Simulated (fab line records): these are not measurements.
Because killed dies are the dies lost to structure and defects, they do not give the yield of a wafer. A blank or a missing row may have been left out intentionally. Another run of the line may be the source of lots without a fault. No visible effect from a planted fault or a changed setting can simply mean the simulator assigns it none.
Struck lot and sound lot, side by side | flow gf180mcu | 24 out of 602 route steps
Sound: these wafers, L841.4, L841.5, L841.6. The struck wafers were L847.3, L847.4, L847.5. The cause comes at the end.
Order at every step that has rows: each side's tool, ch and its chambers, its first start. Under that, the readings that differ: sound wafers | struck wafers | difference of the means | sigmas: that difference in standard deviations of wafers without a fault.
alike: readings whose means differ by less than 2 such deviations, and words and numbers that are the same on both sides. not compared: withheld readings, readings that some wafer has no value for, bounds like >300 that may hide the same value, and numbers for which the record gives no deviation and whose values overlap.
A row with sigmas, a row that says differs or no value, or rows on one side alone: a step with any of these is where the two part. Numbers that have no deviation but don't overlap get no sigmas and don't part them. A reading missing from all wafers of one side parts the sides only when that side holds two or more wafers.

first, 4 steps without rows for these wafers: GF_TOP_METAL_SOFTBAKE_10 (time 60 s); GF_TOP_METAL_EXPOSE_11 (exposes mask MetalTop, target cd 440 nm); GF_TOP_METAL_PEB_12; GF_TOP_METAL_DEVELOP_13 (develop time 60 s).
GF_TOP_METAL_CD_MEAS_14 targets a cd of 440 nm.
  sound: cd-sem-02 at day 28 21:00; struck: cd-sem-01 at day 30 15:56
  alike: cd-nm
GF_TOP_METAL_OVL_MEAS_15:
  sound: overlay-01 at day 28 21:05; struck: overlay-02 at day 30 16:01
  alike: TOP_METAL_OVL
GF_TOP_METAL_METAL_ETCH_16: etches the open film in Cl2/BCl3, stops on SiO2, target depth 1077.5 nm, time 179.6 s.
  sound on rie-metal-04 ch 0,1, day 28 21:10; struck on rie-metal-03 ch 0,1, day 30 16:07
  alike: drypump-motor-current-A, he-backside-leak-sccm, mfc-cl2-sccm, oes-product-au, throttle-valve-pct
  not compared: rf-hours-counter-h
GF_TOP_METAL_STRIP_17: strips in O2/N2.
  sound on plasma-asher-04 ch 0,1, day 28 21:22; struck on plasma-asher-04 ch 0,1, day 30 16:19
  alike: drypump-motor-current-A, heater-power-w, oes-product-au, strip-time-to-endpoint-s
  not compared: rf-hours-counter-h
then, 2 steps without rows for these wafers: GF_TOP_METAL_STRIP_18 (strips in post etch residue remover, time 1200 s); GF_TOP_METAL_CLEAN_19 (cleans in DIW).
GF_PASSIVATION_CVD_00: deposits SiO2 from TEOS, target thk 1000 nm, time 111.95 s.
  sound on pecvd-04 ch 0,1,2, day 28 21:55; struck on pecvd-01 ch 0,1, day 30 16:51
  alike: heater-power-w, rf-fwd-power-W
GF_PASSIVATION_THK_MEAS_01:
  sound: film-metro-04 at day 28 21:59; struck: film-metro-04 at day 30 16:57
  alike: PASSIVATION_CVD_00_THK
GF_PASSIVATION_CVD_02: deposits Si3N4, target thk 700 nm, time 486.18 s.
  sound on pecvd-01 ch 0,1,2, day 28 22:09; struck on pecvd-04 ch 0,1,2, day 30 16:59
  reading                                       | sound             | struck            | difference | sigmas
  rf-fwd-power-W (W)                            | 449.2 449.6 449.2 | 521.9 522.3 521.0 | +72.4      | +52
  model.Si3N4_of_PASSIVATION_CVD_02.thk-nm (nm) | 695.6 705 702.3   | 725.5 753.8 748.5 | +41.6      |
  alike: heater-power-w
GF_PASSIVATION_THK_MEAS_03:
  sound: film-metro-04 at day 28 22:19; struck: film-metro-01 at day 30 17:18
  reading                     | sound       | struck      | difference | sigmas
  PASSIVATION_CVD_02_THK (nm) | 696 705 702 | 726 754 749 | +42        | +5
then, 7 steps without rows for these wafers: GF_PASSIVATION_DEHYDRATE_04 (time 60 s); GF_PASSIVATION_HMDS_05 (prime time 60 s); GF_PASSIVATION_COAT_06 (resist thk 4000 nm); GF_PASSIVATION_SOFTBAKE_07; GF_PASSIVATION_EXPOSE_08 (exposes mask Pad, target cd 40000 nm); GF_PASSIVATION_PEB_09; GF_PASSIVATION_DEVELOP_10 (develop time 60 s).
GF_PASSIVATION_ETCH_11: etches the open film in CF4/O2, stops on TiN, target depth 1800 nm, time 408.5 s.
  sound on rie-diel-03 ch 0,1,2, day 29 17:49; struck on rie-diel-04 ch 0,2,3, day 31 10:56
  reading                                 | sound          | struck         | difference | sigmas
  model.PASSIVATION.feature-depth-nm (nm) | 1701 1708 1703 | 1713 1766 1754 | +40        |
  model.etch.depth-nm (nm)                | 1701 1708 1703 | 1713 1766 1754 | +40        |
  alike: drypump-motor-current-A, oes-product-au, throttle-valve-pct
  not compared: rf-hours-counter-h
GF_PASSIVATION_STRIP_12: strips in O2/N2.
  sound on plasma-asher-04 ch 0,1, day 29 18:05; struck on plasma-asher-04 ch 0,1, day 31 11:13
  alike: drypump-motor-current-A, heater-power-w, oes-product-au, strip-time-to-endpoint-s
  not compared: rf-hours-counter-h
GF_PASSIVATION_PROBE_99:
  rows exist in the record for the sound wafers here (prober-02, day 29 20:59), none for the struck ones

## WHERE THEY PART
At GF_PASSIVATION_CVD_02 first; at GF_PASSIVATION_PROBE_99 last (within this record only).

WHY: the cause the simulator had injected
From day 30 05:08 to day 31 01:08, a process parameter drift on pecvd-04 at GF_PASSIVATION_CVD_02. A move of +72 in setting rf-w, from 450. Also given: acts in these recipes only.
